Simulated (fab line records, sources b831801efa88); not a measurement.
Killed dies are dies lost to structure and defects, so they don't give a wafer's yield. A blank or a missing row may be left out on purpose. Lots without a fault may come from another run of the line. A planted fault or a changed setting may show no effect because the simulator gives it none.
Which tool did it? | flow gf180mcu | 12 lots, 36 wafers sampled, at 4 steps of a route of 602

WHAT THE GAUGES READ, wafer by wafer
GF_V5_THK_MEAS_03. Usual: V5_CVD_02_THK 1451 nm, standard deviation 19.
lot  | measured     | on            | V5_CVD_02_THK (nm) | flag
L621 | day 26 09:17 | film_metro-02 | 1441 1452 1488     |
L622 | day 26 21:56 | film_metro-01 | 1415 1436 1457     |
L623 | day 27 00:11 | film_metro-02 | 1451 1421 1447     |
L632 | day 29 21:01 | film_metro-01 | 1449 1447 1436     |
L633 | day 30 04:16 | film_metro-01 | 1420 1452 1433     |
L634 | day 30 08:45 | film_metro-03 | 1438 1426 1447     |
L637 | day 31 07:04 | film_metro-01 | 1428 1484 1462     |
L638 | day 31 17:46 | film_metro-02 | 1448 1467 1475     |
L639 | day 31 18:02 | film_metro-02 | 1441 1452 1447     |
L640 | day 31 22:07 | film_metro-03 | 1435 1464 1439     |
L642 | day 32 10:53 | film_metro-01 | 1458 1454 1458     |
L644 | day 32 22:36 | film_metro-02 | 1458 1458 1430     |

WHICH TOOL RAN EACH LOT (tool, then ch and the chambers of the sampled wafers, then the start)
lot  | GF_MIM_SPUTTER_07            | GF_MIM_STRIP_20                      | GF_M5_STRIP_12
L621 | pvd_sputter-03, day 24 13:16 | plasma_asher-02 ch 0,1, day 25 11:02 | wet_bench-02 ch 2, day 26 08:37
L622 | pvd_sputter-03, day 25 02:23 | plasma_asher-01 ch 0,1, day 25 23:44 | wet_bench-03 ch 2, day 26 21:16
L623 | pvd_sputter-02, day 25 04:27 | plasma_asher-03 ch 1, day 26 01:46   | wet_bench-03 ch 2, day 26 23:32
L632 | pvd_sputter-01, day 28 04:54 | plasma_asher-02 ch 0,1, day 29 00:59 | wet_bench-03 ch 1, day 29 20:22
L633 | pvd_sputter-01, day 28 12:43 | plasma_asher-02 ch 0,1, day 29 08:05 | wet_bench-03 ch 2, day 30 03:34
L634 | pvd_sputter-03, day 28 17:41 | plasma_asher-02 ch 0,1, day 29 12:58 | wet_bench-04 ch 1, day 30 08:02
L637 | pvd_sputter-02, day 29 17:20 | plasma_asher-03 ch 0,1, day 30 11:22 | wet_bench-04 ch 1, day 31 06:05
L638 | pvd_sputter-01, day 30 03:58 | plasma_asher-01 ch 0,1, day 30 22:47 | wet_bench-04 ch 3, day 31 17:07
L639 | pvd_sputter-02, day 30 05:51 | plasma_asher-03 ch 0,1, day 30 23:22 | wet_bench-02 ch 2, day 31 17:23
L640 | pvd_sputter-03, day 30 10:39 | plasma_asher-02 ch 0,1, day 31 04:02 | wet_bench-04 ch 3, day 31 21:25
L642 | pvd_sputter-02, day 30 23:06 | plasma_asher-03 ch 0,1, day 31 16:16 | wet_bench-02 ch 1, day 32 10:14
L644 | pvd_sputter-02, day 31 11:26 | plasma_asher-01 ch 0,1, day 32 04:58 | wet_bench-02 ch 1, day 32 21:56
- GF_MIM_SPUTTER_07: material TiN, target thk 60 nm, time 50 s.
- GF_MIM_STRIP_20: strips in O2/N2.
- GF_M5_STRIP_12: strips in post etch residue remover, time 1200 s.

WHAT THE TOOLS THEMSELVES READ (means of the sampled wafers that have a number; where no wafer has one, the mark that the record gives instead)
GF_MIM_SPUTTER_07. Usual: throttle_valve_pct 29.6 %, standard deviation 1.4.
lot  | tool           | throttle_valve_pct (%) | flag
L621 | pvd_sputter-03 | 30.5                   |
L622 | pvd_sputter-03 | 30.6                   |
L623 | pvd_sputter-02 | 28.3                   |
L632 | pvd_sputter-01 | 29.7                   |
L633 | pvd_sputter-01 | 29.9                   |
L634 | pvd_sputter-03 | 29.8                   |
L637 | pvd_sputter-02 | 28.6                   |
L638 | pvd_sputter-01 | 30.4                   |
L639 | pvd_sputter-02 | 29.0                   |
L640 | pvd_sputter-03 | 30.4                   |
L642 | pvd_sputter-02 | 27.6                   |
L644 | pvd_sputter-02 | 28.3                   |

GF_MIM_STRIP_20. Usual: chamber_pressure_mTorr 1500.0 mTorr, standard deviation 1.3; drypump_motor_current_A 5.7 A, standard deviation 0.68; heater_power_w 295 W, standard deviation 18; oes_product_au 0.691 a.u., standard deviation 0.0052; platen_temp_c 249.97 C, standard deviation 0.18; strip_time_to_endpoint_s 11.20 s, standard deviation 0.034.
lot  | tool            | chamber_pressure_mTorr (mTorr) | drypump_motor_current_A (A) | heater_power_w (W) | oes_product_au (a.u.) | platen_temp_c (C) | strip_time_to_endpoint_s (s) | flag
L621 | plasma_asher-02 | 1500.9                         | 6.0                         | 276                | 0.690                 | 250.02            | 11.20                        |
L622 | plasma_asher-01 | 1498.3                         | 5.8                         | 312                | 0.691                 | 250.03            | 11.22                        |
L623 | plasma_asher-03 | 1498.3                         | 5.7                         | 307                | 0.692                 | 250.10            | 11.20                        |
L632 | plasma_asher-02 | 1500.0                         | 5.4                         | 299                | 0.693                 | 249.83            | 11.23                        |
L633 | plasma_asher-02 | 1500.6                         | 5.4                         | 293                | 0.692                 | 249.91            | 11.18                        |
L634 | plasma_asher-02 | 1500.3                         | 5.4                         | 294                | 0.687                 | 249.86            | 11.16                        |
L637 | plasma_asher-03 | 1499.5                         | 5.8                         | 297                | 0.688                 | 250.02            | 11.22                        |
L638 | plasma_asher-01 | 1499.5                         | 5.9                         | 312                | 0.698                 | 249.82            | 11.21                        |
L639 | plasma_asher-03 | 1500.2                         | 5.8                         | 300                | 0.695                 | 250.03            | 11.21                        |
L640 | plasma_asher-02 | 1499.4                         | 6.0                         | 281                | 0.690                 | 249.91            | 11.21                        |
L642 | plasma_asher-03 | 1500.4                         | 5.9                         | 306                | 0.692                 | 249.88            | 11.24                        |
L644 | plasma_asher-01 | 1499.6                         | 5.4                         | 304                | 0.695                 | 250.02            | 11.25                        |

GF_M5_STRIP_12. Usual: temp_c 72.50 C, standard deviation 0.13.
lot  | tool         | temp_c (C) | flag
L621 | wet_bench-02 | 72.60      |
L622 | wet_bench-03 | 72.51      |
L623 | wet_bench-03 | 72.37      |
L632 | wet_bench-03 | 72.40      |
L633 | wet_bench-03 | 72.46      |
L634 | wet_bench-04 | 72.56      |
L637 | wet_bench-04 | 72.54      |
L638 | wet_bench-04 | 72.37      |
L639 | wet_bench-02 | 72.45      |
L640 | wet_bench-04 | 72.62      |
L642 | wet_bench-02 | 72.48      |
L644 | wet_bench-02 | 72.44      |

THE ANSWER, worked out from the rows above alone
Rule: a lot is off if the mean of its wafers that have a number lies more than 3 standard deviations from the usual mean. A lot without any number at a reading at which 4 lots or more have one is off too. The other lots that the step has rows for count as sound. The gauges are gone through in route order, then the tools' own readings, and for those a lot's mean is taken as printed above. The first step at which some lot is off is used, and at that step the reading that is off furthest; a lot without a number counts as furthest.
No lot is off at any reading shown: from this, nothing can be told.

WHAT THE SIMULATOR HAD PUT IN
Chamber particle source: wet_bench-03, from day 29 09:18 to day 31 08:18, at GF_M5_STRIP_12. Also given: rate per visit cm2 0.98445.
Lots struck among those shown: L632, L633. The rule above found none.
